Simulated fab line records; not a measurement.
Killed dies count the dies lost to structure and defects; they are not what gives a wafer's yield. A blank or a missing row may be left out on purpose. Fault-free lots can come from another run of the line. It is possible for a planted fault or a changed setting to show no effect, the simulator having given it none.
A struck lot beside a sound one :: flow sky130 :: 23 steps out of a route of 708
Sound: these wafers, L742.2, L742.3, L742.5. The struck wafers were L736.1, L736.5, L736.6. Last of all comes the cause.
At each step with rows: each side's tool, then ch and its chambers, then its first start. Under that, the readings that differ: sound wafers :: struck wafers :: difference of the means :: sigmas: that difference in standard deviations of wafers without a fault.
alike: a reading whose means differ by less than 2 such deviations, as well as words and numbers matching on both sides. not compared: withheld readings; readings where some wafer has no value; bounds like >300 that might hide an equal value; numbers whose values overlap and for which the record gives no deviation.
Wherever a step has rows on one side only, a row that says differs or no value, or a row with sigmas, the two part there. When numbers do not overlap yet have no deviation, they are printed without sigmas and do not part them. A reading that every wafer of one side lacks parts them only if that side has two wafers or more.

first, 1 step without rows for these wafers: SKY_LI_CONTACT_PRE_CLEAN_18 (time 5.6 s).
SKY_LI_CONTACT_SPUTTER_19: material Ti, target thk 20 nm, time 106.37 s.
  sound: pvdSputter-01 at day 34 18:54; struck: pvdSputter-04 at day 33 13:27
  alike: throttleValvePct
SKY_LI_CONTACT_SPUTTER_20: material TiN, target thk 20 nm, time 80 s.
  sound: pvdSputter-01 at day 34 18:59; struck: pvdSputter-04 at day 33 13:32
  alike: throttleValvePct
SKY_LI_CONTACT_CVD_21: deposits W, target thk 400 nm, time 120.56 s.
  sound on cvdW-02 ch 0,1, day 34 19:02; struck on cvdW-01 ch 0,1, day 33 13:35
  alike: chamberPressureTorr, heaterPowerW
SKY_LI_CONTACT_RS_MEAS_22: measures by four-point-probe.
  sound: filmMetro-03 at day 34 19:11; struck: filmMetro-03 at day 33 13:43
  alike: LI_CONTACT_W_RS
SKY_LI_CONTACT_THK_MEAS_23: measures by xrf.
  sound: filmMetro-03 at day 34 19:18; struck: filmMetro-03 at day 33 13:50
  alike: LI_CONTACT_W_THK
SKY_LI_CONTACT_CMP_24: polishes, stops on PSG, t overpolish 20 s, target thk 0 nm.
  sound on cmp-01 ch 0,2,3, day 34 19:21; struck on cmp-02 ch 0,3, day 33 13:54
  alike: edgeZonePressureFrac, headPressurePsi, motorCurrentA, overpolishRunS, timeToEndpointS
then, 1 step without rows for these wafers: SKY_LOCAL_INTERCONNECT_SPUTTER_00 (material TiN, target thk 100 nm, time 83.3 s).
SKY_LOCAL_INTERCONNECT_RS_MEAS_01: measures by four-point-probe.
  sound: filmMetro-02 at day 34 19:44; struck: filmMetro-02 at day 33 14:16
  alike: LOCAL_INTERCONNECT_TIN_RS
SKY_LOCAL_INTERCONNECT_THK_MEAS_02: measures by xrf.
  sound: filmMetro-02 at day 34 19:50; struck: filmMetro-02 at day 33 14:23
  alike: LOCAL_INTERCONNECT_TIN_THK
then, 2 steps without rows for these wafers: SKY_LOCAL_INTERCONNECT_DEHYDRATE_03 (time 60 s); SKY_LOCAL_INTERCONNECT_HMDS_04 (prime time 60 s).
SKY_LOCAL_INTERCONNECT_COAT_05: resist thk 60 nm.
  sound on lithoTrack-02 ch 0, day 35 09:26; struck on lithoTrack-01 ch 0, day 34 03:42
reading: spinSpeedRpm (rpm)
sound: 2998.0 2999.2 2997.8
struck: 3075.3 3074.6 3076.0
difference: +77.0
sigmas: +41
then, 5 steps without rows for these wafers: SKY_LOCAL_INTERCONNECT_COAT_06 (resist thk 450 nm); SKY_LOCAL_INTERCONNECT_SOFTBAKE_07 (time 90 s); SKY_LOCAL_INTERCONNECT_EXPOSE_08 (exposes mask LI1M, target cd 170 nm); SKY_LOCAL_INTERCONNECT_PEB_09; SKY_LOCAL_INTERCONNECT_DEVELOP_10 (develop time 60 s).
SKY_LOCAL_INTERCONNECT_CD_MEAS_11: the cd target is 170 nm.
  sound: cdSem-02 at day 35 22:12; struck: cdSem-01 at day 34 17:02
  alike: cdNm
SKY_LOCAL_INTERCONNECT_OVL_MEAS_12:
  sound: overlay-02 at day 35 22:18; struck: overlay-02 at day 34 17:09
  alike: LOCAL_INTERCONNECT_OVL
SKY_LOCAL_INTERCONNECT_ETCH_13: etches BARC in N2/H2, stops on SiO2, time 45.9 s, target depth 60 nm.
  sound on rieMetal-04 ch 0,1, day 35 22:20; struck on rieMetal-03 ch 0,1, day 34 17:11
reading: model.etch.depthNm (nm)
sound: 60.19 60.23 60.31
struck: 59.27 59.43 59.5
difference: -0.84
sigmas: 
  alike: drypumpMotorCurrentA, oesProductAu, throttleValvePct
  not compared: rfHoursCounterH
SKY_LOCAL_INTERCONNECT_METAL_ETCH_14: etches TiN in Cl2/BCl3, stops on PSG, target depth 110 nm, time 31.4 s.
  sound on rieMetal-04 ch 0,1, day 35 22:23; struck on rieMetal-03 ch 0,1, day 34 17:14
  alike: drypumpMotorCurrentA, oesProductAu, throttleValvePct
  not compared: rfHoursCounterH
after that, 1 step had no rows for these wafers: SKY_PAD_OPEN_PROBE_99.

WHERE THEY PART
Only at SKY_LOCAL_INTERCONNECT_COAT_05, within this record. Later steps at which nothing parts them and some readings are alike: SKY_LOCAL_INTERCONNECT_CD_MEAS_11, SKY_LOCAL_INTERCONNECT_OVL_MEAS_12, SKY_LOCAL_INTERCONNECT_ETCH_13, SKY_LOCAL_INTERCONNECT_METAL_ETCH_14.

WHY: the cause the simulator had injected
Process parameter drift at SKY_LOCAL_INTERCONNECT_COAT_05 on lithoTrack-01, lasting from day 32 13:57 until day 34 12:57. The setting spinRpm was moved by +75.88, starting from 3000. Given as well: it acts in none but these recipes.
